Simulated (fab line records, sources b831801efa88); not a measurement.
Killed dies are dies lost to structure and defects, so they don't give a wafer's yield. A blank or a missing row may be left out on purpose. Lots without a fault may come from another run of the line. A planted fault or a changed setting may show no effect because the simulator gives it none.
fab line records | flow gf180mcu
record lots=24 wafers=72 last_day=34
route steps=602 shown V2@394 V3@453 V4@492 PASSIVATION@587
lots that met no fault: from a run of the same line without faults
start_h: hours from the record's first day to the start of the lot's first wafer shown | wait_h: hours since the lot's step before | " the same as in the row above | L1.1+2: a row that stands for several wafers | - no value, or no start given | * or withheld: withheld | < > ~ a bound
route shown NAME@n: a module of which the file shows steps, and the number in the route of the first | usual: mean/standard deviation of fault-free wafers | same: alike in all rows | chamber/n: place in a boat | sites: the reading at each site | _std_site: their standard deviation | _edge_site: outer sites' mean less inner sites' | radius_mm: how far each site lies from the wafer's centre | mask NAME#n: copy n | behind: the tool/chamber that last shaped the wafer | hold: why the lot was held/for how many hours/how that ended | device: the transistor (n, p or np) that didn't switch | end of line: the same wafers' tests at the end of the route | a step without rows: its recipe alone | killed: dies lost to structure and defects at the first sort, not the wafer's yield | map: a wafer's dies, x killed, . not, _ none there
set.NAME: the setting as run; set.NAME@STEP: as run at that earlier step | model.NAME: the simulator's own value behind a step, which no gauge read
steps of the route over a sample of lots; a table a step, a row a wafer
services: from which hour (start_h, from the record's first day; less than 0 if before it) a tool's chamber was out of use, for how many hours, and why
## steps
# step GF_V2_PEB_12
# recipe peb_temp_c=135 peb_time_s=94.02 resist=KrF
# usual exhaust_pa=44.9/0.87 plate_sensor_t_centre_C=136.13/0.0097 plate_sensor_t_edge_C=136.29/0.011
# columns lot.wafer tool chamber start_h wait_h exhaust_pa plate_sensor_t_centre_C plate_sensor_t_edge_C
L074.2 litho_track-01 0 - - 44.9 136.11 136.3
L074.5 " 0 " " 44.8 136.12 136.29
L074.6 " 0 " " 46.0 136.13 136.29
L075.2 litho_track-04 0 - - 45.2 136.12 136.3
L075.4 " 0 " " 44.0 136.13 136.3
L075.6 " 0 " " 43.9 136.13 136.3
L076.2 litho_track-01 0 - - 44.0 136.13 136.3
L076.3 " 0 " " 43.4 136.12 136.3
L076.6 " 0 " " 45.4 136.13 136.28
L077.1 litho_track-03 0 - - 44.9 136.14 136.31
L077.3 " 0 " " 43.5 136.13 136.29
L077.4 " 0 " " 45.0 136.14 136.28
L078.1 litho_track-01 0 - - 44.8 136.11 136.28
L078.3 " 0 " " 44.3 136.13 136.3
L078.5 " 0 " " 45.4 136.14 136.3
L079.1 litho_track-01 0 - - 44.9 136.14 136.29
L079.2 " 0 " " 46.0 136.13 136.3
L079.5 " 0 " " 44.9 136.13 136.3
L080.4 litho_track-03 0 - - 44.9 136.12 136.31
L080.5 " 0 " " 45.6 136.11 136.28
L080.6 " 0 " " 45.3 136.12 136.29
L081.1 litho_track-03 0 - - 46.3 136.14 136.29
L081.3 " 0 " " 45.1 136.12 136.3
L081.4 " 0 " " 44.9 136.14 136.3
L082.3 litho_track-01 0 - - 44.8 136.14 136.27
L082.4 " 0 " " 45.0 136.12 136.29
L082.6 " 0 " " 44.5 136.14 136.32
L083.2 litho_track-04 0 - - 44.7 136.12 136.28
L083.3 " 0 " " 44.1 136.13 136.31
L083.6 " 0 " " 44.7 136.13 136.31
L084.1 litho_track-04 0 - - 45.4 136.14 136.28
L084.2 " 0 " " 45.9 136.15 136.29
L084.3 " 0 " " 46.2 136.14 136.28
L085.2 litho_track-01 0 - - 43.9 136.12 136.3
L085.3 " 0 " " 45.1 136.13 136.29
L085.5 " 0 " " 46.1 136.12 136.31
L086.1 litho_track-04 0 - - 45.5 136.12 136.28
L086.3 " 0 " " 45.6 136.13 136.3
L086.6 " 0 " " 45.3 136.13 136.3
L088.2 litho_track-01 0 - - 45.0 136.14 136.3
L088.5 " 0 " " 45.6 136.14 136.3
L088.6 " 0 " " 45.5 136.12 136.29
L087.1 litho_track-04 0 - - 43.5 136.13 136.3
L087.5 " 0 " " 45.1 136.13 136.3
L087.6 " 0 " " 43.1 136.13 136.3
L089.1 litho_track-03 0 - - 45.3 136.14 136.29
L089.5 " 0 " " 44.3 136.13 136.3
L089.6 " 0 " " 44.1 136.13 136.29
L090.1 litho_track-04 0 - - 43.8 136.13 136.3
L090.4 " 0 " " 45.1 136.14 136.3
L090.5 " 0 " " 44.6 136.12 136.27
L091.4 litho_track-03 0 - - 45.0 136.14 136.3
L091.5 " 0 " " 45.0 136.12 136.28
L091.6 " 0 " " 45.8 136.13 136.28
L092.1 litho_track-01 0 - - 44.2 136.11 136.29
L092.3 " 0 " " 47.0 136.12 136.3
L092.4 " 0 " " 45.7 136.12 136.28
L093.1 litho_track-01 0 - - 44.6 136.12 136.3
L093.3 " 0 " " 44.9 136.12 136.31
L093.5 " 0 " " 44.6 136.11 136.28
L094.3 litho_track-03 0 - - 45.9 136.13 136.3
L094.5 " 0 " " 45.3 136.11 136.29
L094.6 " 0 " " 46.2 136.13 136.29
L095.1 litho_track-04 0 - - 44.1 136.12 136.3
L095.2 " 0 " " 44.8 136.13 136.29
L095.3 " 0 " " 45.7 136.14 136.29
L096.1 litho_track-01 0 - - 46.1 136.12 136.3
L096.2 " 0 " " 46.4 136.13 136.29
L096.5 " 0 " " 45.6 136.12 136.3
L097.2 litho_track-01 0 - - 45.2 136.13 136.3
L097.3 " 0 " " 43.9 136.14 136.29
L097.5 " 0 " " 43.6 136.12 136.27
# step GF_V2_ETCH_16
# recipe chemistry=N2/H2 target_depth_a=withheld overetch_a=withheld time_s=withheld target=BARC ion_energy_ev=200 source_w=500 bias_w=100 pressure_mtorr=30 n2_flow_sccm=100 h2_flow_sccm=200
# usual bias_w=100.00/0.28 drypump_motor_current_A=5.9/0.43 oes_product_au=0.855/0.0045 throttle_valve_pct=13.224/0.009
# columns lot.wafer tool chamber start_h wait_h bias_w drypump_motor_current_A oes_product_au throttle_valve_pct
L074.2 rie_diel-01 3 475.78 0.0 100.12 5.3 0.853 13.222
L074.5 " 1 " " 99.85 5.7 0.856 13.228
L074.6 " 0 " " 99.89 6.4 0.861 13.218
L075.2 rie_diel-01 3 478.62 0.0 99.97 5.3 0.853 13.219
L075.4 " 0 " " 99.73 6.4 0.856 13.231
L075.6 " 1 " " 100.33 5.7 0.852 13.236
L076.2 rie_diel-01 1 491.53 0.0 99.94 5.7 0.850 13.225
L076.3 " 0 " " 100.21 6.4 0.858 13.213
L076.6 " 1 " " 99.58 5.7 0.855 13.226
L077.1 rie_diel-01 0 502.81 0.0 99.91 6.4 0.850 13.222
L077.3 " 1 " " 100.12 5.7 0.851 13.231
L077.4 " 3 " " 99.68 5.3 0.852 13.227
L078.1 rie_diel-02 1 503.98 0.0 99.93 6.3 0.852 13.226
L078.3 " 0 " " 100.02 6.0 0.856 13.223
L078.5 " 2 " " 99.89 6.4 0.854 13.236
L079.1 rie_diel-03 3 507.63 0.0 100.07 6.0 0.857 13.227
L079.2 " 2 " " 99.80 5.6 0.856 13.226
L079.5 " 0 " " 100.03 6.5 0.849 13.216
L080.4 rie_diel-01 1 520.13 0.0 100.32 5.7 0.853 13.217
L080.5 " 3 " " 99.33 5.2 0.857 13.229
L080.6 " 2 " " 99.53 5.6 0.853 13.221
L081.1 rie_diel-02 2 534.36 0.0 99.93 6.4 0.866 13.222
L081.3 " 1 " " 99.66 6.3 0.853 13.222
L081.4 " 0 " " 99.95 6.0 0.870 13.222
L082.3 rie_diel-01 3 535.68 0.0 100.20 5.3 0.861 13.224
L082.4 " 3 " " 100.17 5.3 0.854 13.210
L082.6 " 0 " " 99.66 6.4 0.859 13.225
L083.2 rie_diel-01 3 542.97 0.0 100.21 5.2 0.858 13.221
L083.3 " 3 " " 100.00 5.2 0.861 13.220
L083.6 " 3 " " 99.99 5.2 0.852 13.216
L084.1 rie_diel-03 1 546.22 0.0 100.37 5.6 0.860 13.205
L084.2 " 3 " " 100.40 6.0 0.863 13.225
L084.3 " 0 " " 100.14 6.5 0.855 13.208
L085.2 rie_diel-02 3 561.33 0.0 100.29 5.3 0.855 13.233
L085.3 " 1 " " 100.26 6.3 0.853 13.223
L085.5 " 3 " " 99.40 5.3 0.861 13.236
L086.1 rie_diel-01 0 571.12 0.0 100.32 6.4 0.851 13.220
L086.3 " 3 " " 99.70 5.2 0.862 13.222
L086.6 " 3 " " 100.07 5.3 0.860 13.229
L088.2 rie_diel-03 2 578.33 0.0 100.18 5.6 0.863 13.222
L088.5 " 3 " " 99.96 6.1 0.857 13.226
L088.6 " 0 " " 100.42 6.5 0.854 13.226
L087.1 rie_diel-02 0 581.12 0.0 100.03 6.0 0.852 13.230
L087.5 " 1 " " 99.89 6.3 0.857 13.221
L087.6 " 0 " " 100.21 6.0 0.847 13.222
L089.1 rie_diel-02 2 591.41 0.0 100.10 6.4 0.860 13.226
L089.5 " 1 " " 99.98 6.3 0.853 13.206
L089.6 " 0 " " 100.36 6.0 0.851 13.208
L090.1 rie_diel-03 0 599.47 0.0 100.07 6.5 0.853 13.245
L090.4 " 2 " " 100.01 5.6 0.856 13.218
L090.5 " 1 " " 100.08 5.6 0.860 13.222
L091.4 rie_diel-02 3 607.16 0.0 99.99 5.3 0.851 13.225
L091.5 " 2 " " 99.60 6.4 0.858 13.232
L091.6 " 3 " " 99.76 5.3 0.853 13.209
L092.1 rie_diel-01 1 611.53 0.0 100.35 5.7 0.855 13.228
L092.3 " 3 " " 99.84 5.3 0.853 13.236
L092.4 " 2 " " 100.27 5.6 0.854 13.236
L093.1 rie_diel-03 2 622.43 0.0 100.03 5.6 0.853 13.211
L093.3 " 0 " " 100.65 6.5 0.861 13.214
L093.5 " 1 " " 99.53 5.6 0.861 13.236
L094.3 rie_diel-02 2 630.38 0.0 100.36 6.4 0.859 13.221
L094.5 " 2 " " 100.29 6.4 0.852 13.232
L094.6 " 1 " " 100.05 6.3 0.853 13.223
L095.1 rie_diel-01 3 631.67 0.0 99.88 5.3 0.845 13.246
L095.2 " 2 " " 99.85 5.6 0.856 13.241
L095.3 " 0 " " 100.69 6.4 0.856 13.215
L096.1 rie_diel-02 3 638.08 0.0 99.74 5.3 0.852 13.227
L096.2 " 0 " " 100.69 6.0 0.849 13.222
L096.5 " 2 " " 100.03 6.4 0.851 13.222
L097.2 rie_diel-02 2 645.88 0.0 99.85 6.4 0.860 13.225
L097.3 " 1 " " 99.94 6.3 0.851 13.213
L097.5 " 0 " " 99.56 6.0 0.848 13.206
# step GF_V3_RS_MEAS_24
# recipe thk_meas_gauge=four-point-probe reads=W_of_V3_CVD_23+TiN_of_V3_SPUTTER_22+Ti_of_V3_SPUTTER_21
# usual V3_W_RS=0.329/0.0079
# columns lot.wafer tool chamber start_h wait_h V3_W_RS[ohm/sq]
L074.2 film_metro-01 - 527.70 0.1 0.332
L074.5 " - " " 0.312
L074.6 " - " " 0.328
L075.2 film_metro-01 - 529.56 0.1 0.338
L075.4 " - " " 0.338
L075.6 " - " " 0.334
L076.2 film_metro-04 - 541.91 0.1 0.334
L076.3 " - " " 0.333
L076.6 " - " " 0.332
L077.1 film_metro-01 - 552.09 0.1 0.333
L077.3 " - " " 0.334
L077.4 " - " " 0.335
L078.1 film_metro-04 - 554.00 0.2 0.325
L078.3 " - " " 0.329
L078.5 " - " " 0.330
L079.1 film_metro-01 - 556.95 0.1 0.338
L079.2 " - " " 0.338
L079.5 " - " " 0.336
L080.4 film_metro-01 - 568.10 0.1 0.316
L080.5 " - " " 0.331
L080.6 " - " " 0.314
L081.1 film_metro-03 - 582.37 0.1 0.334
L081.3 " - " " 0.337
L081.4 " - " " 0.337
L082.3 film_metro-04 - 583.63 0.1 0.331
L082.4 " - " " 0.336
L082.6 " - " " 0.334
L083.2 film_metro-04 - 590.66 0.1 0.332
L083.3 " - " " 0.333
L083.6 " - " " 0.339
L084.1 film_metro-04 - 592.94 0.1 0.312
L084.2 " - " " 0.325
L084.3 " - " " 0.326
L085.2 film_metro-04 - 607.97 0.1 0.329
L085.3 " - " " 0.330
L085.5 " - " " 0.333
L086.1 film_metro-04 - 616.16 0.1 0.329
L086.3 " - " " 0.327
L086.6 " - " " 0.335
L088.2 film_metro-01 - 623.66 0.1 0.329
L088.5 " - " " 0.331
L088.6 " - " " 0.316
L087.1 film_metro-01 - 625.81 0.1 0.330
L087.5 " - " " 0.335
L087.6 " - " " 0.331
L089.1 film_metro-01 - 636.03 0.2 0.336
L089.5 " - " " 0.337
L089.6 " - " " 0.340
L090.1 film_metro-04 - 644.45 0.1 0.330
L090.4 " - " " 0.334
L090.5 " - " " 0.333
L091.4 film_metro-03 - 650.86 0.1 0.314
L091.5 " - " " 0.316
L091.6 " - " " 0.327
L092.1 film_metro-03 - 656.05 0.1 0.334
L092.3 " - " " 0.336
L092.4 " - " " 0.323
L093.1 film_metro-04 - 665.79 0.1 0.327
L093.3 " - " " 0.328
L093.5 " - " " 0.331
L094.3 film_metro-04 - 673.79 0.1 0.325
L094.5 " - " " 0.318
L094.6 " - " " 0.326
L095.1 film_metro-03 - 675.67 0.2 0.327
L095.2 " - " " 0.329
L095.3 " - " " 0.332
L096.1 film_metro-04 - 680.10 0.2 0.332
L096.2 " - " " 0.333
L096.5 " - " " 0.331
L097.2 film_metro-03 - 689.22 0.1 0.324
L097.3 " - " " 0.315
L097.5 " - " " 0.323
# step GF_V3_CMP_26
# recipe stop_on=SiO2 down_force_psi=3.5 platen_rpm=60 t_overpolish_s=15 target_thk_nm=0 pad_velocity_m_s=0.94248
# usual edge_zone_pressure_frac=1.000/0.0047 motor_current_A=10.9/0.96 overpolish_run_s=15.000/0.0088 retaining_ring_pressure_frac=1.000/0.0051 time_to_endpoint_s=88/4.3
# columns lot.wafer tool chamber start_h wait_h edge_zone_pressure_frac motor_current_A overpolish_run_s retaining_ring_pressure_frac time_to_endpoint_s
L074.2 cmp-01 0 528.01 0.2 1.008 12.9 14.995 1.003 83
L074.6 " 1 " " 0.995 9.5 14.995 0.997 89
L074.5 " 2 " " 0.999 9.5 14.991 1.002 92
L075.4 cmp-01 1 529.77 0.1 0.998 9.4 15.018 1.005 86
L075.2 " 3 " " 1.000 11.4 15.004 0.997 88
L075.6 " 0 " " 1.007 12.1 14.988 1.006 82
L076.2 cmp-02 3 542.07 0.0 0.995 10.8 14.997 0.993 87
L076.3 " 2 " " 0.997 11.7 15.000 0.998 92
L076.6 " 0 " " 0.996 10.2 15.010 0.995 92
L077.4 cmp-02 1 552.27 0.0 0.992 11.4 15.000 1.005 81
L077.1 " 2 " " 1.005 12.3 15.005 1.004 88
L077.3 " 0 " " 1.005 9.9 15.003 1.006 88
L078.1 cmp-01 2 554.18 0.1 1.002 9.8 15.005 0.997 95
L078.3 " 0 " " 1.004 11.5 15.017 1.003 86
L078.5 " 2 " " 1.000 9.5 14.990 0.998 91
L079.2 cmp-01 0 557.13 0.0 0.997 12.8 15.003 0.996 85
L079.1 " 3 " " 1.009 11.5 15.015 1.004 96
L079.5 " 0 " " 1.003 12.2 14.979 0.994 87
L080.4 cmp-02 2 568.27 0.1 1.002 11.8 14.997 1.002 92
L080.6 " 1 " " 1.003 11.9 14.997 1.000 86
L080.5 " 2 " " 0.995 11.7 14.993 1.008 84
L081.1 cmp-02 0 582.55 0.1 0.999 9.7 14.997 0.998 89
L081.3 " 1 " " 1.005 11.5 15.018 1.001 81
L081.4 " 2 " " 1.003 12.1 15.006 0.991 87
L082.3 cmp-02 1 583.77 0.0 1.001 10.8 15.001 1.010 83
L082.4 " 2 " " 1.004 11.1 14.994 0.992 90
L082.6 " 2 " " 0.999 12.1 15.000 1.001 89
L083.3 cmp-02 0 590.87 0.1 0.993 10.2 14.999 0.993 85
L083.2 " 1 " " 1.005 11.8 15.001 0.998 82
L083.6 " 3 " " 1.002 11.3 15.008 0.996 79
L084.1 cmp-01 1 593.12 0.1 1.009 9.8 15.010 1.007 90
L084.2 " 3 " " 1.005 11.0 14.991 0.996 91
L084.3 " 0 " " 1.000 12.4 15.008 0.991 75
L085.2 cmp-02 1 608.13 0.0 0.990 11.8 15.007 0.999 84
L085.3 " 0 " " 0.998 9.6 14.998 1.001 88
L085.5 " 2 " " 1.004 11.4 15.007 1.000 90
L086.1 cmp-01 3 616.34 0.1 1.003 11.1 14.987 0.997 90
L086.3 " 0 " " 0.993 12.1 14.980 0.996 84
L086.6 " 3 " " 1.001 11.7 15.004 0.994 86
L088.2 cmp-02 1 623.97 0.2 1.004 11.5 15.005 0.999 83
L088.5 " 2 " " 1.005 11.6 14.996 0.994 90
L088.6 " 3 " " 0.989 11.5 14.995 1.005 88
L087.1 cmp-02 2 625.99 0.1 1.001 11.9 15.004 0.997 94
L087.6 " 2 " " 0.996 12.4 14.991 0.999 93
L087.5 " 3 " " 1.003 11.1 15.005 0.994 89
L089.1 cmp-02 1 636.31 0.1 1.013 11.6 15.006 0.997 83
L089.5 " 3 " " 1.002 10.6 15.012 1.003 87
L089.6 " 0 " " 0.992 10.1 14.995 1.001 87
L090.4 cmp-01 2 644.68 0.1 1.002 9.3 14.990 1.013 81
L090.1 " 3 " " 0.999 11.7 14.995 0.993 88
L090.5 " 2 " " 1.005 9.5 15.000 1.010 82
L091.4 cmp-01 1 650.98 0.0 1.003 9.5 14.992 0.997 83
L091.6 " 1 " " 1.010 9.9 15.011 1.000 83
L091.5 " 2 " " 0.997 9.6 14.990 1.004 90
L092.3 cmp-02 0 656.23 0.0 1.007 9.8 15.004 0.993 92
L092.1 " 2 " " 1.001 11.5 15.000 1.006 93
L092.4 " 3 " " 0.999 11.0 15.000 1.000 97
L093.1 cmp-01 3 666.02 0.1 0.998 10.6 14.998 1.000 91
L093.3 " 1 " " 0.996 9.6 15.010 0.999 85
L093.5 " 2 " " 1.000 10.2 15.007 1.009 85
L094.3 cmp-02 1 674.08 0.2 0.999 11.7 14.996 1.006 86
L094.6 " 2 " " 0.994 12.3 15.004 0.997 94
L094.5 " 3 " " 1.002 11.0 14.998 1.002 93
L095.2 cmp-02 2 675.85 0.0 0.999 11.0 15.016 0.995 93
L095.1 " 0 " " 1.004 10.2 15.007 1.000 91
L095.3 " 1 " " 1.003 11.6 14.999 1.004 89
L096.2 cmp-01 3 680.33 0.1 0.994 11.6 14.993 1.002 83
L096.1 " 1 " " 1.002 9.9 15.002 1.003 82
L096.5 " 2 " " 1.005 9.5 14.994 0.990 79
L097.3 cmp-02 1 689.48 0.1 0.997 12.1 14.997 1.006 89
L097.2 " 2 " " 0.994 12.2 14.998 0.998 94
L097.5 " 3 " " 1.001 11.2 15.007 1.001 87
# step GF_V4_ETCH_16
# recipe chemistry=N2/H2 target_depth_a=withheld overetch_a=withheld time_s=withheld target=BARC ion_energy_ev=200 source_w=500 bias_w=100 pressure_mtorr=30 n2_flow_sccm=100 h2_flow_sccm=200
# usual bias_w=100.00/0.28 drypump_motor_current_A=5.9/0.44 oes_product_au=0.855/0.0047 throttle_valve_pct=13.226/0.0094
# columns lot.wafer tool chamber start_h wait_h bias_w drypump_motor_current_A oes_product_au throttle_valve_pct
L074.2 rie_diel-04 2 573.48 0.0 99.94 6.3 0.865 13.235
L074.5 " 3 " " 99.78 5.6 0.852 13.240
L074.6 " 2 " " 100.49 6.3 0.857 13.213
L075.2 rie_diel-03 0 576.03 0.0 99.91 6.5 0.849 13.226
L075.4 " 3 " " 99.73 6.0 0.858 13.213
L075.6 " 0 " " 100.01 6.5 0.858 13.217
L076.2 rie_diel-03 3 587.61 0.0 100.06 6.0 0.853 13.233
L076.3 " 2 " " 100.41 5.6 0.859 13.234
L076.6 " 2 " " 99.72 5.6 0.857 13.212
L077.1 rie_diel-03 1 596.83 0.0 100.53 5.6 0.856 13.217
L077.3 " 2 " " 99.80 5.6 0.856 13.243
L077.4 " 3 " " 99.67 6.0 0.856 13.222
L078.1 rie_diel-04 3 598.08 0.0 100.07 5.6 0.854 13.243
L078.3 " 1 " " 99.91 6.3 0.860 13.237
L078.5 " 0 " " 99.93 5.2 0.854 13.216
L079.1 rie_diel-04 0 601.96 0.0 100.26 5.2 0.855 13.232
L079.2 " 2 " " 100.04 6.3 0.866 13.250
L079.5 " 1 " " 100.06 6.3 0.856 13.208
L080.4 rie_diel-04 0 611.87 0.0 99.61 5.2 0.857 13.231
L080.5 " 3 " " 99.74 5.6 0.858 13.233
L080.6 " 0 " " 99.73 5.2 0.853 13.232
L081.1 rie_diel-02 2 625.26 0.0 99.65 6.4 0.845 13.212
L081.3 " 3 " " 100.09 5.3 0.857 13.224
L081.4 " 3 " " 100.08 5.3 0.850 13.227
L082.3 rie_diel-02 1 628.20 0.0 100.17 6.3 0.850 13.213
L082.4 " 2 " " 100.15 6.4 0.855 13.214
L082.6 " 2 " " 100.29 6.4 0.846 13.233
L083.2 rie_diel-02 2 633.93 0.0 99.53 6.4 0.858 13.224
L083.3 " 1 " " 100.21 6.3 0.847 13.236
L083.6 " 0 " " 100.13 6.0 0.855 13.244
L084.1 rie_diel-03 0 635.48 0.0 99.85 6.5 0.852 13.213
L084.2 " 3 " " 99.92 6.0 0.849 13.227
L084.3 " 2 " " 100.39 5.6 0.854 13.218
L085.2 rie_diel-03 0 650.26 0.0 100.62 6.5 0.849 13.204
L085.3 " 1 " " 100.49 5.6 0.854 13.212
L085.5 " 0 " " 100.20 6.5 0.857 13.211
L086.1 rie_diel-03 1 658.72 0.0 100.02 5.6 0.854 13.229
L086.3 " 0 " " 99.69 6.5 0.849 13.215
L086.6 " 2 " " 100.00 5.6 0.857 13.223
L088.2 rie_diel-02 0 665.41 0.0 100.29 5.9 0.858 13.238
L088.5 " 1 " " 100.17 6.3 0.853 13.232
L088.6 " 0 " " 99.58 6.0 0.867 13.223
L087.1 rie_diel-04 0 667.34 0.0 100.40 5.2 0.859 13.233
L087.5 " 3 " " 99.83 5.6 0.855 13.215
L087.6 " 0 " " 100.08 5.2 0.859 13.229
L089.1 rie_diel-02 3 677.62 0.0 100.12 5.3 0.861 13.231
L089.5 " 3 " " 100.16 5.4 0.860 13.232
L089.6 " 2 " " 100.02 6.4 0.860 13.228
L090.1 rie_diel-02 2 684.81 0.0 99.73 6.4 0.852 13.227
L090.4 " 0 " " 99.84 6.0 0.856 13.211
L090.5 " 3 " " 99.77 5.3 0.860 13.217
L091.4 rie_diel-03 1 691.61 0.0 99.84 5.6 0.858 13.241
L091.5 " 2 " " 100.10 5.6 0.852 13.224
L091.6 " 1 " " 99.85 5.6 0.853 13.237
L092.1 rie_diel-02 2 697.13 0.0 99.99 6.4 0.852 13.225
L092.3 " 3 " " 100.20 5.4 0.852 13.227
L092.4 " 1 " " 99.81 6.2 0.853 13.230
L093.1 rie_diel-03 2 705.01 0.0 100.08 5.6 0.858 13.228
L093.3 " 3 " " 100.03 6.0 0.853 13.240
L093.5 " 2 " " 100.16 5.6 0.856 13.237
L094.3 rie_diel-03 3 713.91 0.0 100.16 6.1 0.856 13.215
L094.5 " 0 " " 100.33 6.5 0.849 13.212
L094.6 " 1 " " 99.51 5.6 0.853 13.231
L095.1 rie_diel-04 3 714.71 0.0 99.97 5.6 0.852 13.223
L095.2 " 0 " " 99.95 5.2 0.856 13.231
L095.3 " 1 " " 99.85 6.3 0.856 13.236
L096.1 rie_diel-04 2 719.71 0.0 100.46 6.4 0.850 13.204
L096.2 " 3 " " 100.12 5.6 0.856 13.225
L096.5 " 1 " " 99.85 6.3 0.854 13.233
L097.2 rie_diel-04 1 727.16 0.0 100.36 6.3 0.850 13.219
L097.3 " 2 " " 100.16 6.3 0.856 13.223
L097.5 " 3 " " 99.83 5.6 0.853 13.227
# step GF_PASSIVATION_CVD_00
# recipe material=SiO2 target_thk_nm=1000 precursor=TEOS temp_c=400 time_s=111.95 rf_w=600
# usual heater_power_w=690/90
# columns lot.wafer tool chamber start_h wait_h heater_power_w
L074.2 pecvd-03 1 661.15 0.0 721
L074.5 " 2 " " 753
L074.6 " 0 " " 513
L075.2 pecvd-01 2 663.02 0.0 672
L075.4 " 1 " " 715
L075.6 " 1 " " 781
L076.2 pecvd-01 0 675.04 0.0 833
L076.3 " 1 " " 728
L076.6 " 2 " " 720
L077.1 pecvd-03 2 682.66 0.0 651
L077.3 " 0 " " 612
L077.4 " 0 " " 660
L078.1 pecvd-02 0 684.31 0.0 577
L078.3 " 2 " " 585
L078.5 " 2 " " 625
L079.1 pecvd-02 1 686.44 0.0 673
L079.2 " 2 " " 616
L079.5 " 0 " " 699
L080.4 pecvd-02 0 696.59 0.0 691
L080.5 " 1 " " 796
L080.6 " 2 " " 593
L081.1 pecvd-01 2 707.86 0.0 746
L081.3 " 1 " " 907
L081.4 " 0 " " 658
L082.3 pecvd-01 2 710.30 0.0 763
L082.4 " 2 " " 594
L082.6 " 1 " " 837
L083.2 pecvd-02 0 715.47 0.0 546
L083.3 " 2 " " 626
L083.6 " 0 " " 599
L084.1 pecvd-03 1 718.70 0.0 694
L084.2 " 2 " " 675
L084.3 " 0 " " 666
L085.2 pecvd-02 1 730.25 0.0 772
L085.3 " 0 " " 614
L085.5 " 2 " " 627
L086.1 pecvd-01 2 737.45 0.0 676
L086.3 " 1 " " 821
L086.6 " 0 " " 761
L088.2 pecvd-03 2 744.70 0.0 657
L088.5 " 0 " " 641
L088.6 " 1 " " 768
L087.1 pecvd-01 1 745.78 0.0 844
L087.5 " 0 " " 753
L087.6 " 1 " " 708
L089.1 pecvd-02 1 754.84 0.0 701
L089.5 " 2 " " 592
L089.6 " 0 " " 624
L090.1 pecvd-02 1 761.14 0.0 694
L090.4 " 1 " " 767
L090.5 " 0 " " 609
L091.4 pecvd-02 2 766.57 0.0 598
L091.5 " 0 " " 627
L091.6 " 1 " " 636
L092.1 pecvd-01 0 771.29 0.0 813
L092.3 " 2 " " 683
L092.4 " 1 " " 712
L093.1 pecvd-01 0 779.41 0.0 820
L093.3 " 1 " " 822
L093.5 " 0 " " 841
L094.3 pecvd-01 0 786.46 0.0 685
L094.5 " 2 " " 595
L094.6 " 0 " " 768
L095.1 pecvd-03 0 788.54 0.0 615
L095.2 " 2 " " 702
L095.3 " 1 " " 773
L096.1 pecvd-02 2 792.53 0.0 580
L096.2 " 0 " " 659
L096.5 " 0 " " 684
L097.2 pecvd-02 1 796.80 0.0 640
L097.3 " 2 " " 637
L097.5 " 2 " " 511
## services
# columns tool chamber start_h hours kind
cmp-01 - 462.85 4.0 repair
pecvd-02 - 468.09 6.0 pm
rie_diel-03 0 515.14 3.0 repair
cmp-02 - 529.69 1.1 repair
rie_diel-01 2 531.17 34.9 repair
cmp-02 - 531.84 7.0 pm
rie_diel-01 1 538.86 4.4 repair
rie_diel-01 1 561.57 13.7 repair
pecvd-02 - 564.89 0.9 repair
cmp-01 - 572.00 4.0 pm
cmp-01 - 588.73 1.0 repair
cmp-01 - 592.49 0.5 repair
rie_diel-01 0 608.24 22.9 repair
rie_diel-02 - 619.91 2.8 pm
pecvd-02 1 620.45 4.1 repair
rie_diel-02 3 627.68 3.9 repair
cmp-02 - 649.48 5.6 pm
cmp-01 - 656.06 4.4 pm
rie_diel-01 2 671.25 8.2 repair
rie_diel-02 1 734.17 4.6 repair
cmp-02 - 744.21 4.0 pm
rie_diel-03 2 782.19 2.9 repair
cmp-02 - 783.54 3.8 repair
rie_diel-02 - 787.59 14.6 pm
## key
fault none
